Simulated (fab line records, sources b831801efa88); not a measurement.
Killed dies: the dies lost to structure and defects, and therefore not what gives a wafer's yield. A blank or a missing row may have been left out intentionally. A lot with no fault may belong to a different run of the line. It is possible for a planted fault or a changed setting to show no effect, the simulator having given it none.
One fault through the eyes of 2 desks    flow gf180mcu    each desk has only its own numbers; what lay behind them comes last

## METROLOGY DESK
What the gauges read, lot by lot, whatever tool the lot ran on: means of the sampled wafers that have a number. Any lot whose mean is over 4 standard deviations away from the usual mean is out of limits and marked OUT; that distance is given in the brackets.
Columns: A = INCOMING_BOW at GF_STI_BOW_MEAS_00, usual 1 um; B = STI_OXIDATION_THK at GF_STI_THK_MEAS_02, usual 10.01 nm; C = STI_CVD_03_THK at GF_STI_THK_MEAS_04, usual 208.9 nm; D = cd-nm at GF_STI_CD_MEAS_12, usual 220.1 nm; E = STI_OXIDATION_01_THK at GF_STI_THK_MEAS_22, usual 15.04 nm; F = STI_CVD_23_THK at GF_STI_THK_MEAS_24, usual 646 nm; G = STI_OXIDATION_02_THK at GF_STI_THK_MEAS_30, usual 10.02 nm
lot   first seen here  A   B      C      D      E      F    G
L652  day 1 20:00      1   10.22  208.3  221.7  15.07  652  10.01
L655  day 2 11:01      5   9.90   209.7  220.5  14.65  645  10.01
L662  day 3 22:01      1   10.10  207.1  220.5  15.15  641  10.10
L663  day 4 03:00      1   9.88   209.9  220.3  15.24  638  10.20
L664  day 4 08:00      1   10.16  206.5  219.1  14.90  654  10.12
L667  day 4 23:04      -1  9.85   209.0  220.0  15.19  651  10.09
This desk found nothing out of limits on any of the 6 lots.

## AT THE TOOL OWNER'S DESK: furnace-01
The tool's own readings at GF_STI_OXIDATION_01 (stabilise 600 s, purge 300 s, target thk 10 nm): means of the sampled wafers that have a number, for each lot that ran on this tool. Any lot whose mean is over 4 standard deviations away from the usual mean is out of limits and marked OUT; that distance is given in the brackets.
Columns: A = ox-temp-c at GF_STI_OXIDATION_01, usual 900.1 C
lot   first seen here  A
L655  day 2 11:37      900.4
L662  day 3 23:18      900.1
L663  day 4 04:17      900.1
This desk found nothing out of limits on any of the 3 lots.

## TAKEN TOGETHER
From the metrology desk's view, nothing was out of limits.
The tool owner's desk saw nothing out of limits.

## WHAT HAD BEEN PUT IN BY THE SIMULATOR
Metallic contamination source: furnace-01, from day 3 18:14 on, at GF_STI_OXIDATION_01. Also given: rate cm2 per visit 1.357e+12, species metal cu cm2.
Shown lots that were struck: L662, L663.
